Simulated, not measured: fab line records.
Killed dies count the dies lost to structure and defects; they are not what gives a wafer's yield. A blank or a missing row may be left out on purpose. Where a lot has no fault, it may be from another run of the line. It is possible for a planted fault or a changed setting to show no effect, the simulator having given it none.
fab line records ; flow sfq-line
record: lots: 6; wafers: 16; last-day: 82
route steps=325 shown R5@212
lots that met no fault: from a run of the same line without faults
start-h: hours from the record's first day to the start of the lot's first wafer shown ; wait-h: hours from the lot's prior step to this one ; " identical to the entry in the row above ; L1.1+2: several wafers, shown together as one row ; - no value, or no start was given ; * or withheld: withheld ; < > ~ a bound
route shown NAME@n: NAME is a module with steps in the file, n the number in the route of the first one ; usual: mean/standard deviation taken from wafers without a fault ; same: alike in all rows ; chamber/n: place in a boat ; sites: each site's reading ; _std_site: the values' standard deviation ; _edge_site: the outer-site mean with the inner-site mean subtracted ; radius-mm: for every site, how far away it sits from the centre of the wafer ; mask NAME#n: copy n ; behind: the most recent tool/chamber to have shaped the wafer ; hold: cause of the lot's hold/its duration in hours/its outcome ; device: whichever transistor did not switch (one of n, p or np) ; end of line: tests of these same wafers at the route's end ; a step given without rows: its recipe and nothing more ; killed: dies that structure and defects cost at the first sort, which is not the same as the wafer's yield ; map: a wafer's dies, x killed, . not, _ none there
set.NAME: the run value of the setting; set.NAME@STEP: its run value at that earlier step ; model.NAME: the simulator's own value behind a step, which no gauge read
certain route steps with their lots: each step a table, each wafer a row
services: a tool's chamber out of use, with start hour (start-h, from the record's first day; less than 0 if before it), hours out, and reason
== steps ==
step: SFQ_TRILAYER_R5_DEP_SPUTTER_132
recipe: material: Ti; base-pressure-pa: 1.33e-06; target-thk-nm: 5; power-w: 2000; time-s: 5; chamber-pressure-pa: 0.4
usual: throttle-valve-pct: 29.8/0.84
lot.wafer;tool;chamber;start-h;wait-h;throttle-valve-pct
L461.2;pvd-sputter-04;-;1379.09;0.8;28.5
L461.3;pvd-sputter-04;-;1379.09;0.8;30.0
L461.6;pvd-sputter-04;-;1379.09;0.8;29.2
L463.2;pvd-sputter-06;-;1385.85;0.8;29.2
L463.3;pvd-sputter-06;-;1385.85;0.8;29.1
L463.5;pvd-sputter-06;-;1385.85;0.8;30.2
L467.2;pvd-sputter-03;-;1477.40;0.8;31.5
L467.3;pvd-sputter-03;-;1477.40;0.8;30.3
L467.5;pvd-sputter-03;-;1477.40;0.8;30.4
L477.2;pvd-sputter-04;-;1541.90;0.8;29.2
L477.3;pvd-sputter-04;-;1541.90;0.8;30.2
L478.2;pvd-sputter-04;-;1552.19;0.8;30.0
L478.5;pvd-sputter-04;-;1552.19;0.8;29.3
L479.1;pvd-sputter-06;-;1560.13;1.0;29.4
L479.4;pvd-sputter-06;-;1560.13;1.0;29.4
L479.6;pvd-sputter-06;-;1560.13;1.0;29.1
step: SFQ_TRILAYER_R5_DEP_SPUTTER_133
recipe: material: MoNx; base-pressure-pa: 1.33e-06; target-thk-nm: 40; power-w: 1000; time-s: 66.7; chamber-pressure-pa: 0.4
usual: throttle-valve-pct: 29.7/0.84
lot.wafer;tool;chamber;start-h;wait-h;throttle-valve-pct
L461.2;pvd-sputter-04;-;1379.11;0.0;28.6
L461.3;pvd-sputter-04;-;1379.11;0.0;29.9
L461.6;pvd-sputter-04;-;1379.11;0.0;29.1
L463.2;pvd-sputter-06;-;1385.87;0.0;29.1
L463.3;pvd-sputter-06;-;1385.87;0.0;29.2
L463.5;pvd-sputter-06;-;1385.87;0.0;30.1
L467.2;pvd-sputter-03;-;1477.41;0.0;31.8
L467.3;pvd-sputter-03;-;1477.41;0.0;30.1
L467.5;pvd-sputter-03;-;1477.41;0.0;30.2
L477.2;pvd-sputter-04;-;1541.92;0.0;29.1
L477.3;pvd-sputter-04;-;1541.92;0.0;29.7
L478.2;pvd-sputter-04;-;1552.21;0.0;30.2
L478.5;pvd-sputter-04;-;1552.21;0.0;29.1
L479.1;pvd-sputter-06;-;1560.15;0.0;29.2
L479.4;pvd-sputter-06;-;1560.15;0.0;29.2
L479.6;pvd-sputter-06;-;1560.15;0.0;29.0
step: SFQ_TRILAYER_R5_DEP_SPUTTER_134
recipe: material: Ti; base-pressure-pa: 1.33e-06; target-thk-nm: 5; power-w: 2000; time-s: 5; chamber-pressure-pa: 0.4
usual: throttle-valve-pct: 29.7/0.85
lot.wafer;tool;chamber;start-h;wait-h;throttle-valve-pct
L461.2;pvd-sputter-04;-;1379.17;0.0;29.0
L461.3;pvd-sputter-04;-;1379.17;0.0;29.7
L461.6;pvd-sputter-04;-;1379.17;0.0;28.9
L463.2;pvd-sputter-06;-;1385.93;0.0;28.9
L463.3;pvd-sputter-06;-;1385.93;0.0;29.0
L463.5;pvd-sputter-06;-;1385.93;0.0;30.3
L467.2;pvd-sputter-03;-;1477.47;0.0;31.8
L467.3;pvd-sputter-03;-;1477.47;0.0;30.2
L467.5;pvd-sputter-03;-;1477.47;0.0;30.5
L477.2;pvd-sputter-04;-;1541.97;0.0;29.2
L477.3;pvd-sputter-04;-;1541.97;0.0;30.1
L478.2;pvd-sputter-04;-;1552.26;0.0;29.9
L478.5;pvd-sputter-04;-;1552.26;0.0;29.1
L479.1;pvd-sputter-06;-;1560.21;0.0;29.3
L479.4;pvd-sputter-06;-;1560.21;0.0;29.2
L479.6;pvd-sputter-06;-;1560.21;0.0;29.1
step: SFQ_R5_RS_MEAS_933
recipe: thk-meas-gauge: four-point-probe; reads: Ti_of_TRILAYER_R5_DEP_SPUTTER_134+MoNx_of_TRILAYER_R5_DEP_SPUTTER_133+Ti_of_TRILAYER_R5_DEP_SPUTTER_132
usual: R5_MONX_RS: 7.05/0.061
lot.wafer;tool;chamber;start-h;wait-h;R5_MONX_RS[ohm/sq]
L461.2;film-metro-02;-;1379.21;0.0;6.94
L461.3;film-metro-02;-;1379.21;0.0;6.97
L461.6;film-metro-02;-;1379.21;0.0;7.01
L463.2;film-metro-02;-;1385.96;0.0;7.12
L463.3;film-metro-02;-;1385.96;0.0;7.14
L463.5;film-metro-02;-;1385.96;0.0;7.12
L467.2;film-metro-01;-;1477.51;0.0;6.98
L467.3;film-metro-01;-;1477.51;0.0;7.00
L467.5;film-metro-01;-;1477.51;0.0;7.04
L477.2;film-metro-02;-;1542.01;0.0;6.97
L477.3;film-metro-02;-;1542.01;0.0;6.95
L478.2;film-metro-03;-;1552.30;0.0;6.94
L478.5;film-metro-03;-;1552.30;0.0;7.00
L479.1;film-metro-03;-;1560.23;0.0;7.01
L479.4;film-metro-03;-;1560.23;0.0;7.04
L479.6;film-metro-03;-;1560.23;0.0;7.05
step: SFQ_R5_THK_MEAS_934
recipe: thk-meas-gauge: xrf; reads: MoNx_of_TRILAYER_R5_DEP_SPUTTER_133
usual: R5_MONX_THK: 39.4/0.42
lot.wafer;tool;chamber;start-h;wait-h;R5_MONX_THK[nm]
L461.2;film-metro-02;-;1379.32;0.1;40.1
L461.3;film-metro-02;-;1379.32;0.1;39.9
L461.6;film-metro-02;-;1379.32;0.1;39.6
L463.2;film-metro-02;-;1386.07;0.1;39.2
L463.3;film-metro-02;-;1386.07;0.1;38.9
L463.5;film-metro-02;-;1386.07;0.1;38.8
L467.2;film-metro-01;-;1477.62;0.1;40.2
L467.3;film-metro-01;-;1477.62;0.1;40.0
L467.5;film-metro-01;-;1477.62;0.1;39.8
L477.2;film-metro-02;-;1542.12;0.1;39.4
L477.3;film-metro-02;-;1542.12;0.1;40.0
L478.2;film-metro-03;-;1552.41;0.1;39.6
L478.5;film-metro-03;-;1552.41;0.1;39.5
L479.1;film-metro-03;-;1560.35;0.1;39.5
L479.4;film-metro-03;-;1560.35;0.1;39.2
L479.6;film-metro-03;-;1560.35;0.1;39.1
step: SFQ_TRILAYER_R5_LITHO_COAT_141
recipe: resist: BARC; spin-rpm: 3000; resist-thk-nm: 62
step: SFQ_TRILAYER_R5_LITHO_COAT_136
recipe: resist: KrF; spin-rpm: 3000; resist-thk-nm: 600
step: SFQ_TRILAYER_R5_LITHO_SOFTBAKE_140
recipe: temp-c: withheld; time-s: withheld; resist: KrF
step: SFQ_TRILAYER_R5_LITHO_EXPOSE_137
recipe: mask-id: R5; na: 0.6; source-shape: conventional; sigma-outer: 0.65; target-cd-nm: 500; dose-mj: 14.4
step: SFQ_TRILAYER_R5_LITHO_PEB_139
recipe: peb-temp-c: 115; peb-time-s: 60; resist: KrF
step: SFQ_TRILAYER_R5_LITHO_DEVELOP_138
recipe: time-s: 60; resist: KrF
step: SFQ_R5_OVL_MEAS_935
usual: R5_OVL: 0/4.6
lot.wafer;tool;chamber;start-h;wait-h;R5_OVL[nm]
L461.2;overlay-01;-;1382.38;0.1;3
L461.3;overlay-01;-;1382.38;0.1;2
L461.6;overlay-01;-;1382.38;0.1;2
L463.2;overlay-01;-;1389.58;0.1;2
L463.3;overlay-01;-;1389.58;0.1;-1
L463.5;overlay-01;-;1389.58;0.1;-2
L467.2;overlay-02;-;1587.63;0.1;5
L467.3;overlay-02;-;1587.63;0.1;6
L467.5;overlay-02;-;1587.63;0.1;6
L477.2;overlay-01;-;1654.83;0.1;0
L477.3;overlay-01;-;1654.83;0.1;6
L478.2;overlay-02;-;1659.63;0.1;0
L478.5;overlay-02;-;1659.63;0.1;4
L479.1;overlay-02;-;1670.32;0.1;3
L479.4;overlay-02;-;1670.32;0.1;4
L479.6;overlay-02;-;1670.32;0.1;6
step: SFQ_TRILAYER_R5_BARC_OPEN_METAL_ETCH_177
recipe: mask-material: PR; chemistry: O2; target-depth-nm: 125; target: BARC; icp-w: 600; bias-w: 80; pressure-mtorr: 10; time-s: 41.7
usual: drypump-motor-current-A: 5.6/0.41; he-backside-leak-sccm: 3.46/0.21; oes-product-au: 0.685/0.0049; run-length-s: 69.5/0.37
lot.wafer;tool;chamber;start-h;wait-h;drypump-motor-current-A;he-backside-leak-sccm;oes-product-au;rf-hours-counter-h;run-length-s;model.KrF_of_TRILAYER_R5_LITHO_COAT_136.thk-nm
L461.2;rie-metal-03;0;1382.41;0.0;5.9;3.62;0.687;38;69.8;525.3
L461.3;rie-metal-03;1;1382.41;0.0;5.0;3.67;0.689;-;69.3;526.7
L461.6;rie-metal-03;1;1382.41;0.0;5.0;4.02;0.692;-;69.4;526.2
L463.2;rie-metal-03;1;1389.61;0.0;5.0;3.43;0.685;116;69.3;525.1
L463.3;rie-metal-03;0;1389.61;0.0;5.9;3.40;0.688;-;70.1;523
L463.5;rie-metal-03;0;1389.61;0.0;6.0;3.44;0.693;-;69.9;524
L467.2;rie-metal-04;1;1587.66;0.0;5.3;3.48;0.685;59;69.3;524.4
L467.3;rie-metal-04;1;1587.66;0.0;5.3;3.47;0.684;-;69.6;524.2
L467.5;rie-metal-04;1;1587.66;0.0;5.3;3.49;0.682;-;69.4;523.7
L477.2;rie-metal-04;1;1654.86;0.0;5.3;3.44;0.629;69;78.5;508
L477.3;rie-metal-04;0;1654.86;0.0;6.2;3.26;0.621;-;78.5;509.6
L478.2;rie-metal-04;0;1659.66;0.0;6.2;3.20;0.624;54;78.4;510.6
L478.5;rie-metal-04;1;1659.66;0.0;5.3;3.34;0.678;-;69.1;522.1
L479.1;rie-metal-03;0;1670.36;0.0;6.0;3.42;0.694;82;70.1;523.2
L479.4;rie-metal-03;1;1670.36;0.0;5.0;3.68;0.684;-;69.5;522.3
L479.6;rie-metal-03;0;1670.36;0.0;6.0;3.56;0.687;-;70.2;522.8
step: SFQ_TRILAYER_R5_ETCH_METAL_ETCH_139
recipe: stop-on: SiO2; mask-material: PR; chemistry: Cl2; target-depth-nm: 60; icp-w: 600; bias-w: 80; pressure-mtorr: 10; time-s: 40
usual: drypump-motor-current-A: 5.6/0.41; he-backside-leak-sccm: 3.50/0.2; oes-product-au: 0.990/0.006; run-length-s: 67.8/0.37
lot.wafer;tool;chamber;start-h;wait-h;drypump-motor-current-A;he-backside-leak-sccm;oes-product-au;rf-hours-counter-h;run-length-s;model.KrF_of_TRILAYER_R5_LITHO_COAT_136.thk-nm
L461.2;rie-metal-03;0;1382.47;0.0;6.0;3.40;0.986;38;68.4;501.1
L461.3;rie-metal-03;1;1382.47;0.0;5.0;3.56;0.985;-;67.8;502.9
L461.6;rie-metal-03;1;1382.47;0.0;5.0;3.70;0.985;-;68.1;502.6
L463.2;rie-metal-03;1;1389.67;0.0;5.0;3.89;0.986;117;67.7;501.3
L463.3;rie-metal-03;0;1389.67;0.0;6.0;3.41;0.991;-;68.1;499
L463.5;rie-metal-03;0;1389.67;0.0;6.0;3.19;1.000;-;68.8;500.2
L467.2;rie-metal-04;1;1587.72;0.0;5.3;3.37;1.000;59;67.4;500.1
L467.3;rie-metal-04;1;1587.72;0.0;5.3;3.47;0.990;-;67.7;499.6
L467.5;rie-metal-04;1;1587.72;0.0;5.3;3.44;0.993;-;67.5;499.3
L477.2;rie-metal-04;1;1654.92;0.0;5.3;3.62;1.006;69;68.0;483.5
L477.3;rie-metal-04;0;1654.92;0.0;6.2;3.27;0.992;-;67.4;485.9
L478.2;rie-metal-04;0;1659.72;0.0;6.2;3.64;0.990;54;67.4;486.9
L478.5;rie-metal-04;1;1659.72;0.0;5.3;3.62;1.001;-;67.4;497.3
L479.1;rie-metal-03;0;1670.42;0.0;5.9;3.36;0.997;82;68.1;499
L479.4;rie-metal-03;1;1670.42;0.0;5.0;3.64;0.993;-;67.9;498.2
L479.6;rie-metal-03;0;1670.42;0.0;6.0;3.54;0.993;-;68.3;498.6
step: SFQ_TRILAYER_R5_STRIP_STRIP_140
recipe: gas: O2; power-w: 200; platen-temp-c: 40; overash-fraction: 0.65; chemistry: O2; pressure-mtorr: 50
usual: drypump-motor-current-A: 5.6/0.41; he-backside-leak-sccm: 3.49/0.18; oes-product-au: 1.001/0.0091
lot.wafer;tool;chamber;start-h;wait-h;drypump-motor-current-A;he-backside-leak-sccm;oes-product-au;rf-hours-counter-h
L461.2;rie-metal-03;0;1382.53;0.0;6.0;3.25;0.995;38
L461.3;rie-metal-03;1;1382.53;0.0;5.0;3.56;1.003;-
L461.6;rie-metal-03;1;1382.53;0.0;5.0;3.53;0.998;-
L463.2;rie-metal-03;1;1389.73;0.0;5.0;3.58;0.986;117
L463.3;rie-metal-03;0;1389.73;0.0;5.9;3.57;0.997;-
L463.5;rie-metal-03;0;1389.73;0.0;5.9;3.61;0.993;-
L467.2;rie-metal-04;1;1587.78;0.0;5.3;3.56;1.021;59
L467.3;rie-metal-04;1;1587.78;0.0;5.3;3.61;1.009;-
L467.5;rie-metal-04;1;1587.78;0.0;5.3;3.47;1.018;-
L477.2;rie-metal-04;1;1654.98;0.0;5.3;3.65;1.014;69
L477.3;rie-metal-04;0;1654.98;0.0;6.2;3.29;0.999;-
L478.2;rie-metal-04;0;1659.78;0.0;6.2;3.48;1.001;54
L478.5;rie-metal-04;1;1659.78;0.0;5.3;3.56;1.023;-
L479.1;rie-metal-03;0;1670.48;0.0;6.0;3.21;0.992;82
L479.4;rie-metal-03;1;1670.48;0.0;5.0;3.47;0.994;-
L479.6;rie-metal-03;0;1670.48;0.0;6.0;3.28;0.993;-
== services ==
tool;chamber;start-h;hours;kind
pvd-sputter-03;-;1372.59;2.6;repair
rie-metal-04;-;1393.39;1.0;repair
pvd-sputter-04;-;1428.72;2.2;repair
pvd-sputter-06;-;1431.34;4.4;repair
rie-metal-04;0;1458.27;24.1;repair
pvd-sputter-03;-;1474.18;1.0;repair
pvd-sputter-04;-;1512.76;4.8;repair
pvd-sputter-03;3;1523.04;-;consumable-replace:kit
pvd-sputter-03;3;1523.04;18.0;scheduled-down
pvd-sputter-03;3;1523.04;18.0;vent-cycle
rie-metal-03;1;1539.97;-;clean
rie-metal-03;1;1539.97;-;consumable-replace:focus-ring
rie-metal-03;1;1539.97;23.6;scheduled-down
rie-metal-03;1;1539.97;23.6;vent-cycle
rie-metal-04;0;1544.99;12.3;repair
pvd-sputter-04;-;1576.43;3.3;repair
pvd-sputter-04;0;1606.73;-;consumable-replace:kit
pvd-sputter-04;0;1606.73;18.0;scheduled-down
pvd-sputter-04;0;1606.73;18.0;vent-cycle
rie-metal-04;-;1610.41;2.8;pm
== key ==
first-sign: step: SFQ_TRILAYER_R5_BARC_OPEN_METAL_ETCH_177; reading: run-length-s; direction: up; sigmas: 24; usual: *; struck: *
effect: step: SFQ_TRILAYER_R5_BARC_OPEN_METAL_ETCH_177; reading: oes-product-au; direction: down; sigmas: 12; usual: 0.685; struck: 0.625
model-effect: step: SFQ_TRILAYER_R5_BARC_OPEN_METAL_ETCH_177; value: KrF_of_TRILAYER_R5_LITHO_COAT_136.thk-nm; without: 521; struck: 509.4
model-effect: step: SFQ_TRILAYER_R5_ETCH_METAL_ETCH_139; value: KrF_of_TRILAYER_R5_LITHO_COAT_136.thk-nm; without: 497.1; struck: 485.5
met-at SFQ_TRILAYER_R5_BARC_OPEN_METAL_ETCH_177
struck-wafers L477.2,L477.3,L478.2
onset-between 1587.66 1654.86
fault: kind: process-parameter-drift; tool: rie-metal-04; chamber: -; onset-h: 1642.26; steps: SFQ_TRILAYER_R5_BARC_OPEN_METAL_ETCH_177; channel: time-s; offset: *; shape: step; end-h: 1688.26; scope: struck-wafers-only; acts-in: *; stated: *
